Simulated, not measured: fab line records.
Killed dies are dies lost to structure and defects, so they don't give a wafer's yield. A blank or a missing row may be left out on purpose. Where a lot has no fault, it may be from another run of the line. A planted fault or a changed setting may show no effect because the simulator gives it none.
fab line records ; flow sky130
[record] lots = 6; wafers = 18; last-day = 50
route steps=708 shown POLY_GATE@236 LDD_N@237 LDD_P@255 PAD_OPEN@708
lots that met no fault: from a run of the same line without faults
start-h: hours from the record's opening day to when the first of the lot's shown wafers began ; wait-h: hours from the lot's prior step to this one ; " as in the row above ; L1.1+2: a row that stands for several wafers ; - either no value or no given start ; * or withheld: withheld ; < > ~ a bound
route shown NAME@n: names a module that has steps shown in the file, with the first one's number in the route ; usual: the fault-free wafers' mean and standard deviation ; same: alike in all rows ; chamber/n: place in a boat ; sites: the reading at each site ; _std_site: how widely they spread, as a standard deviation ; _edge_site: outer sites' mean less inner sites' ; radius-mm: how far each site lies from the wafer's centre ; mask NAME#n: copy n ; behind: the last tool/chamber to shape the wafer ; hold: reason for holding the lot/hours on hold/outcome of the hold ; device: which transistor (n, p or np) failed to switch ; end of line: tests of these same wafers at the route's end ; a step with no rows: only its recipe ; killed: dies that structure and defects cost at the first sort, which is not the same as the wafer's yield ; map: the dies of a wafer, with x for killed, . for not killed, _ for no die there
set.NAME: the setting as run; set.NAME@STEP: as run at that earlier step ; model.NAME: the simulator's own value behind a step, which no gauge read
lots at selected steps of the route; one table per step, one row per wafer
services: the hour from which a tool's chamber was out of use, counted from the record's first day as start-h (under 0 if before that day), plus the number of hours and why
[[steps]]
[step SKY_POLY_GATE_CD_MEAS_22]
[usual] cd-nm = 150.3/2.6
lot.wafer;tool;chamber;start-h;wait-h;cd-nm
L999.1;cd-sem-01;-;398.81;0.1;151.5
L999.4;cd-sem-01;-;398.81;0.1;149.7
L999.6;cd-sem-01;-;398.81;0.1;150.9
L105.2;cd-sem-01;-;441.50;0.1;148.1
L105.3;cd-sem-01;-;441.50;0.1;144.5
L105.5;cd-sem-01;-;441.50;0.1;144.1
L108.1;cd-sem-02;-;468.14;0.1;148.9
L108.2;cd-sem-02;-;468.14;0.1;151.9
L108.5;cd-sem-02;-;468.14;0.1;151.8
L110.2;cd-sem-02;-;477.54;0.1;147.9
L110.3;cd-sem-02;-;477.54;0.1;155.1
L110.6;cd-sem-02;-;477.54;0.1;149.5
L116.2;cd-sem-01;-;531.34;0.1;148.1
L116.3;cd-sem-01;-;531.34;0.1;150.9
L116.4;cd-sem-01;-;531.34;0.1;151.0
L118.1;cd-sem-01;-;547.93;0.1;152.1
L118.3;cd-sem-01;-;547.93;0.1;148.1
L118.4;cd-sem-01;-;547.93;0.1;151.3
[step SKY_LDD_N_DEHYDRATE_00]
[recipe] temp-c = 200; time-s = 60
[step SKY_LDD_N_HMDS_01]
[recipe] prime-time-s = 60; prime-temp-c = 120
[step SKY_LDD_N_COAT_02]
[recipe] resist = NOVOLAK; spin-rpm = 3000; resist-thk-nm = 300
[step SKY_LDD_N_SOFTBAKE_03]
[recipe] temp-c = 90; time-s = 60; resist = NOVOLAK
[step SKY_LDD_N_EXPOSE_04]
[recipe] mask-id = NTM; target-cd-nm = 840; na = 0.6; source-shape = conventional; sigma-outer = 0.6; dose-mj = 110
[step SKY_LDD_N_PEB_05]
[recipe] temp-c = withheld; time-s = *; resist = NOVOLAK
[step SKY_LDD_N_DEVELOP_06]
[recipe] develop-time-s = 60; dev-temp-c = 23
[step SKY_LDD_N_OVL_MEAS_07]
[usual] LDD_N_OVL = -1.1/1.4
lot.wafer;tool;chamber;start-h;wait-h;LDD_N_OVL[nm]
L999.1;overlay-02;-;429.06;0.1;0.3
L999.4;overlay-02;-;429.06;0.1;-0.3
L999.6;overlay-02;-;429.06;0.1;1.2
L105.2;overlay-02;-;472.67;0.1;-1.3
L105.3;overlay-02;-;472.67;0.1;-1.0
L105.5;overlay-02;-;472.67;0.1;-0.7
L108.1;overlay-02;-;499.03;0.1;-1.1
L108.2;overlay-02;-;499.03;0.1;-2.8
L108.5;overlay-02;-;499.03;0.1;-1.1
L110.2;overlay-02;-;509.02;0.1;-0.9
L110.3;overlay-02;-;509.02;0.1;-1.5
L110.6;overlay-02;-;509.02;0.1;-2.3
L116.2;overlay-01;-;561.46;0.1;-1.0
L116.3;overlay-01;-;561.46;0.1;-0.4
L116.4;overlay-01;-;561.46;0.1;-0.9
L118.1;overlay-02;-;577.30;0.1;0.0
L118.3;overlay-02;-;577.30;0.1;-1.8
L118.4;overlay-02;-;577.30;0.1;-1.2
[step SKY_LDD_N_IMPLANT_08]
[recipe] species = As; energy-kev = 20; dose-cm2 = 7.5e+13; tilt-deg = withheld; rotation-deg = 23
[step SKY_LDD_N_IMPLANT_09]
[recipe] species = As; energy-kev = 20; dose-cm2 = 7.5e+13; tilt-deg = withheld; rotation-deg = 113
[step SKY_LDD_N_IMPLANT_10]
[recipe] species = As; energy-kev = 20; dose-cm2 = 7.5e+13; tilt-deg = withheld; rotation-deg = 203
[step SKY_LDD_N_IMPLANT_11]
[recipe] species = As; energy-kev = 20; dose-cm2 = 7.5e+13; tilt-deg = withheld; rotation-deg = 293
[usual] beam-energy-keV = 20.000/0.007; end-station-pressure-torr = 5.35e-06/2.8e-07
lot.wafer;tool;chamber;start-h;wait-h;beam-energy-keV;end-station-pressure-torr
L999.1;implanter-04;0;429.55;0.1;19.997;5.37e-06
L999.4;implanter-04;0;429.55;0.1;20.001;5.68e-06
L999.6;implanter-04;0;429.55;0.1;19.997;5.01e-06
L105.2;implanter-01;0;473.18;0.1;19.990;5.57e-06
L105.3;implanter-01;0;473.18;0.1;19.989;5.69e-06
L105.5;implanter-01;0;473.18;0.1;20.000;4.95e-06
L108.1;implanter-01;0;499.51;0.1;19.983;4.98e-06
L108.2;implanter-01;0;499.51;0.1;19.993;5.46e-06
L108.5;implanter-01;0;499.51;0.1;19.997;5.66e-06
L108.1;implanter-01;0;499.83;0.3;20.014;5.27e-06
L108.2;implanter-01;0;499.83;0.3;20.006;5.5e-06
L108.5;implanter-01;0;499.83;0.3;20.010;5.16e-06
L110.2;implanter-02;0;509.52;0.1;20.004;5.19e-06
L110.3;implanter-02;0;509.52;0.1;20.001;5.12e-06
L110.6;implanter-02;0;509.52;0.1;20.010;5.13e-06
L110.2;implanter-02;0;509.84;0.3;20.010;5.09e-06
L110.3;implanter-02;0;509.84;0.3;20.002;4.93e-06
L110.6;implanter-02;0;509.84;0.3;19.996;5.44e-06
L116.2;implanter-04;0;561.96;0.1;19.994;4.97e-06
L116.3;implanter-04;0;561.96;0.1;19.997;4.94e-06
L116.4;implanter-04;0;561.96;0.1;19.995;5.64e-06
L118.1;implanter-01;0;577.79;0.1;20.015;5.39e-06
L118.3;implanter-01;0;577.79;0.1;20.011;5.79e-06
L118.4;implanter-01;0;577.79;0.1;20.004;5.5e-06
[step SKY_LDD_N_IMPLANT_12]
[recipe] species = BF2; energy-kev = 50; dose-cm2 = 5e+12; tilt-deg = 30; rotation-deg = 0
[step SKY_LDD_N_IMPLANT_13]
[recipe] species = BF2; energy-kev = 50; dose-cm2 = 5e+12; tilt-deg = 30; rotation-deg = 90
[step SKY_LDD_N_IMPLANT_14]
[recipe] species = BF2; energy-kev = 50; dose-cm2 = 5e+12; tilt-deg = 30; rotation-deg = 180
[step SKY_LDD_N_IMPLANT_15]
[recipe] species = BF2; energy-kev = 50; dose-cm2 = 5e+12; tilt-deg = 30; rotation-deg = 270
[step SKY_LDD_N_STRIP_16]
[recipe] chemistry = O2/N2; power-w = 1400; pressure-mtorr = 1500; platen-temp-c = withheld; o2-flow-sccm = 3000; n2-flow-sccm = 300; overash-fraction = 0.5
[usual] drypump-motor-current-A = 5.8/0.6; n2-flow-sccm = 300.1/0.93; oes-product-au = 0.406/0.0045; strip-time-to-endpoint-s = 4.315/0.012
lot.wafer;tool;chamber;start-h;wait-h;drypump-motor-current-A;n2-flow-sccm;oes-product-au;rf-hours-counter-h;strip-time-to-endpoint-s
L999.1;plasma-asher-04;0;430.30;0.1;5.7;299.1;0.403;60;4.313
L999.4;plasma-asher-04;1;430.30;0.1;6.0;300.0;0.404;-;4.326
L999.6;plasma-asher-04;1;430.30;0.1;6.0;299.8;0.406;-;4.303
L105.2;plasma-asher-03;1;473.90;0.1;6.3;300.1;0.406;36;4.314
L105.3;plasma-asher-03;1;473.90;0.1;6.4;301.0;0.406;-;4.329
L105.5;plasma-asher-03;1;473.90;0.1;6.4;301.5;0.409;-;4.314
L108.1;plasma-asher-03;0;500.58;0.1;4.9;300.1;0.401;38;4.513
L108.2;plasma-asher-03;1;500.58;0.1;6.3;298.6;0.407;38;4.525
L108.5;plasma-asher-03;0;500.58;0.1;4.9;300.3;0.405;-;4.524
L110.2;plasma-asher-03;1;510.57;0.1;6.3;299.2;0.405;39;4.546
L110.3;plasma-asher-03;1;510.57;0.1;6.3;299.9;0.404;-;4.549
L110.6;plasma-asher-03;0;510.57;0.1;4.9;301.2;0.399;-;4.511
L116.2;plasma-asher-03;1;562.69;0.1;6.3;299.1;0.407;44;4.311
L116.3;plasma-asher-03;0;562.69;0.1;4.9;299.7;0.409;-;4.320
L116.4;plasma-asher-03;1;562.69;0.1;6.3;300.9;0.410;-;4.319
L118.1;plasma-asher-04;1;578.54;0.1;6.0;298.4;0.417;75;4.326
L118.3;plasma-asher-04;0;578.54;0.1;5.7;299.7;0.402;-;4.309
L118.4;plasma-asher-04;1;578.54;0.1;6.0;299.7;0.408;-;4.305
[step SKY_LDD_N_TW_MEAS_17]
[usual] LDD_N_TW = 2602/15
lot.wafer;tool;chamber;start-h;wait-h;LDD_N_TW
L999.1;film-metro-03;-;430.40;0.1;2619
L999.4;film-metro-03;-;430.40;0.1;2606
L999.6;film-metro-03;-;430.40;0.1;2614
L105.2;film-metro-03;-;474.01;0.1;2609
L105.3;film-metro-03;-;474.01;0.1;2627
L105.5;film-metro-03;-;474.01;0.1;2623
L108.1;film-metro-01;-;500.68;0.1;2724
L108.2;film-metro-01;-;500.68;0.1;2693
L108.5;film-metro-01;-;500.68;0.1;2696
L110.2;film-metro-03;-;510.68;0.1;2708
L110.3;film-metro-03;-;510.68;0.1;2697
L110.6;film-metro-03;-;510.68;0.1;2699
L116.2;film-metro-03;-;562.80;0.1;2588
L116.3;film-metro-03;-;562.80;0.1;2574
L116.4;film-metro-03;-;562.80;0.1;2579
L118.1;film-metro-03;-;578.64;0.1;2578
L118.3;film-metro-03;-;578.64;0.1;2591
L118.4;film-metro-03;-;578.64;0.1;2591
[step SKY_LDD_P_DEHYDRATE_00]
[recipe] temp-c = 200; time-s = 60
[step SKY_PAD_OPEN_PROBE_99]
[usual] killed_at_M0_to_M3 = 43/7; killed_at_M4_up = 3.1/1.9; killed-at-contacts = 25/6.1; killed-at-front-end = 15/4.5; killed-at-other = 0.3/0.55; killed-dies = 87/8.9; killed-on-rim = 17/4; killed-open = 47/6.4; killed-short = 40/6.6
[same] gross-dies = 492; killed-at-back-side = 0
lot.wafer;tool;chamber;start-h;wait-h;killed_at_M0_to_M3;killed_at_M4_up;killed-at-contacts;killed-at-front-end;killed-at-other;killed-dies;killed-on-rim;killed-open;killed-short;model.etest.tip-n.rs-ohm-sq;model.etest.nfet_01v8_lvt.vt-sat-v;model.etest.nfet_01v8_turned.vt-sat-v
L999.1;prober-01;-;1098.43;0.1;50;2;21;11;0;84;24;51;33;440.4;0.5311;0.646
L999.4;prober-01;-;1098.58;0.2;32;1;24;19;0;76;17;46;30;443.6;0.5331;0.6468
L999.6;prober-01;-;1098.68;0.2;40;3;21;15;0;79;17;37;42;444.6;0.541;0.6546
L105.2;prober-01;-;1133.63;0.1;42;5;17;13;0;77;15;49;28;440.1;0.5273;0.6332
L105.3;prober-01;-;1133.68;0.2;48;3;17;16;0;84;14;40;44;442.1;0.511;0.6177
L105.5;prober-01;-;1133.78;0.2;43;6;24;11;0;84;18;41;43;439.8;0.5201;0.629
L108.1;prober-02;-;1141.47;0.1;36;3;29;11;0;79;15;51;27;390;0.519;0.6287
L108.2;prober-02;-;1141.52;0.1;27;4;33;18;0;82;19;36;46;388;0.5165;0.6273
L108.5;prober-02;-;1141.67;0.2;44;3;29;19;1;96;19;51;43;390.4;0.5097;0.6213
L110.2;prober-02;-;1148.36;0.1;32;6;26;19;0;83;14;47;35;384.1;0.4973;0.6152
L110.3;prober-02;-;1148.41;0.2;49;5;17;16;0;87;25;55;31;385.8;0.5251;0.6301
L110.6;prober-02;-;1148.56;0.2;46;8;24;9;1;88;18;45;43;384.3;0.5215;0.6268
L116.2;prober-01;-;1178.44;0.1;32;2;28;20;0;82;17;53;29;443.8;0.5404;0.6508
L116.3;prober-01;-;1178.49;0.2;45;3;37;11;0;96;18;61;33;440.6;0.5324;0.6467
L116.4;prober-01;-;1178.54;0.2;33;4;28;15;0;80;15;41;36;445.1;0.5334;0.6441
L118.1;prober-02;-;1187.93;0.1;47;2;22;15;1;87;17;46;41;438.1;0.5391;0.6554
L118.3;prober-02;-;1188.03;0.2;46;1;28;12;0;87;18;45;42;437.7;0.5343;0.6454
L118.4;prober-02;-;1188.08;0.2;47;2;23;14;0;86;20;44;42;438.8;0.5414;0.6552
// killed by level:class
L999.1 VIA1:geometric-particle:open=21 CONTACT:geometric-particle:open=11 LI_CONTACT:geometric-particle:short=6 METAL1:geometric-particle:short=6 METAL2:geometric-particle:short=5 METAL2:geometric-particle:open=4 VIA2:geometric-particle:open=4 VIA3:geometric-particle:open=4
L999.4 CONTACT:geometric-particle:open=9 LI_CONTACT:geometric-particle:open=7 VIA1:geometric-particle:open=7 FIELD_ISO:geometric-particle:open=6 VIA3:geometric-particle:open=5 FIELD_ISO:geometric-particle:short=4 METAL1:geometric-particle:short=4 VIA1:geometric-particle:short=4
L999.6 VIA1:geometric-particle:open=13 LI_CONTACT:geometric-particle:open=10 VIA1:geometric-particle:short=8 VIA2:geometric-particle:short=5 FIELD_ISO:geometric-particle:short=4 CONTACT:geometric-particle:open=4 VIA2:geometric-particle:open=4 FIELD_ISO:geometric-particle:open=3
L105.2 VIA1:geometric-particle:open=9 VIA3:geometric-particle:open=9 CONTACT:geometric-particle:open=7 POLY_GATE:geometric-particle:open=6 VIA2:geometric-particle:open=6 METAL1:geometric-particle:short=4 VIA1:geometric-particle:short=4 LI_CONTACT:geometric-particle:open=3
L105.3 VIA1:geometric-particle:open=12 VIA2:geometric-particle:open=7 CONTACT:geometric-particle:short=7 METAL1:geometric-particle:short=6 VIA3:geometric-particle:open=6 METAL2:geometric-particle:short=5 FIELD_ISO:geometric-particle:open=4 FIELD_ISO:geometric-particle:short=4
L105.5 CONTACT:geometric-particle:open=10 VIA1:geometric-particle:short=10 LI_CONTACT:geometric-particle:open=7 VIA1:geometric-particle:open=7 VIA2:geometric-particle:open=7 CONTACT:geometric-particle:short=6 VIA2:geometric-particle:short=5 METAL4:geometric-particle:short=5
L108.1 CONTACT:geometric-particle:open=14 VIA1:geometric-particle:open=12 LI_CONTACT:geometric-particle:open=8 VIA3:geometric-particle:open=5 METAL1:geometric-particle:short=4 VIA1:geometric-particle:short=4 VIA2:geometric-particle:open=4 FIELD_ISO:geometric-particle:open=3
L108.2 CONTACT:geometric-particle:open=13 CONTACT:geometric-particle:short=9 LI_CONTACT:geometric-particle:open=7 POLY_GATE:geometric-particle:short=6 METAL2:geometric-particle:short=6 VIA3:geometric-particle:open=6 FIELD_ISO:geometric-particle:short=5 METAL1:geometric-particle:short=4
L108.5 VIA1:geometric-particle:open=16 CONTACT:geometric-particle:open=11 FIELD_ISO:geometric-particle:short=7 CONTACT:geometric-particle:short=7 METAL3:geometric-particle:short=7 FIELD_ISO:geometric-particle:open=6 LI_CONTACT:geometric-particle:open=5 VIA3:geometric-particle:open=5
L110.2 CONTACT:geometric-particle:open=9 VIA2:geometric-particle:open=7 FIELD_ISO:geometric-particle:open=6 CONTACT:geometric-particle:short=6 POLY_GATE:geometric-particle:open=5 LI_CONTACT:geometric-particle:open=5 VIA1:geometric-particle:open=5 VIA3:geometric-particle:open=5
L110.3 VIA3:geometric-particle:open=11 VIA1:geometric-particle:open=10 FIELD_ISO:geometric-particle:open=6 POLY_GATE:geometric-particle:open=6 CONTACT:geometric-particle:open=6 VIA2:geometric-particle:open=6 VIA1:geometric-particle:short=5 LI_CONTACT:geometric-particle:open=4
L110.6 VIA1:geometric-particle:open=9 VIA3:geometric-particle:open=9 CONTACT:geometric-particle:open=8 METAL4:geometric-particle:short=7 VIA3:geometric-particle:short=7 LI_CONTACT:geometric-particle:open=6 VIA2:geometric-particle:open=6 LI_CONTACT:geometric-particle:short=4
L116.2 CONTACT:geometric-particle:open=16 FIELD_ISO:geometric-particle:open=8 VIA1:geometric-particle:open=8 VIA1:geometric-particle:short=5 FIELD_ISO:geometric-particle:short=4 METAL2:geometric-particle:short=4 POLY_GATE:geometric-particle:open=4 VIA3:geometric-particle:open=4
L116.3 CONTACT:geometric-particle:open=17 VIA1:geometric-particle:open=11 VIA2:geometric-particle:open=10 VIA3:geometric-particle:open=8 LOCAL_INTERCONNECT:geometric-particle:short=7 METAL2:geometric-particle:short=7 LI_CONTACT:geometric-particle:open=6 VIA1:geometric-particle:short=4
L116.4 CONTACT:geometric-particle:open=13 VIA1:geometric-particle:open=7 METAL1:geometric-particle:short=6 LI_CONTACT:geometric-particle:open=6 CONTACT:geometric-particle:short=6 VIA3:geometric-particle:open=6 FIELD_ISO:geometric-particle:short=5 METAL2:geometric-particle:short=5
L118.1 VIA1:geometric-particle:open=17 LOCAL_INTERCONNECT:geometric-particle:short=7 FIELD_ISO:geometric-particle:open=6 METAL1:geometric-particle:short=6 VIA2:geometric-particle:open=6 LI_CONTACT:geometric-particle:open=4 VIA1:geometric-particle:short=4 LI_CONTACT:geometric-particle:short=3
L118.3 VIA1:geometric-particle:open=11 LOCAL_INTERCONNECT:geometric-particle:short=8 LI_CONTACT:geometric-particle:open=7 CONTACT:geometric-particle:open=7 VIA1:geometric-particle:short=7 VIA2:geometric-particle:open=7 METAL2:geometric-particle:short=6 METAL1:geometric-particle:short=6
L118.4 VIA3:geometric-particle:open=11 VIA2:geometric-particle:open=9 CONTACT:geometric-particle:open=8 CONTACT:geometric-particle:short=6 METAL1:geometric-particle:short=6 VIA1:geometric-particle:short=6 FIELD_ISO:geometric-particle:short=4 FIELD_ISO:geometric-particle:open=4
[[services]]
tool;chamber;start-h;hours;kind
implanter-04;-;421.08;4.0;pm
implanter-02;-;422.42;3.4;repair
implanter-01;-;432.44;3.0;pm
implanter-01;-;502.54;2.8;repair
implanter-02;-;538.73;4.0;pm
implanter-01;-;552.13;5.5;repair
[[key]]
[first-sign] step = SKY_LDD_N_IMPLANT_11; reading = visit; direction = added
[effect] step = SKY_LDD_N_STRIP_16; reading = strip-time-to-endpoint-s; direction = up; sigmas = 17; usual = *; struck = *
[effect] step = SKY_LDD_N_TW_MEAS_17; reading = LDD_N_TW; direction = up; sigmas = 6.8; usual = 2602; struck = 2703
[model-effect] step = SKY_PAD_OPEN_PROBE_99; value = etest.tip-n.rs-ohm-sq; without = 442.3; struck = 387.1
met-at SKY_LDD_N_IMPLANT_11
struck-wafers L108.1,L108.2,L108.5,L110.2,L110.3,L110.6
tester-left-out L108,L110
[fault] kind = repeated-step-whole; tool = implanter-01,implanter-02,implanter-04; chamber = -; onset-h = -; steps = SKY_LDD_N_IMPLANT_11; times = 1; scope = struck-lots-only
// tester-left-out: of these lots the tester's yield and bins aren't shown, on N5 and GAA mostly nor the transistor test; their killed dies are dies lost to structure and defects alone, not to doping, threshold or leakage, so they don't give the yield
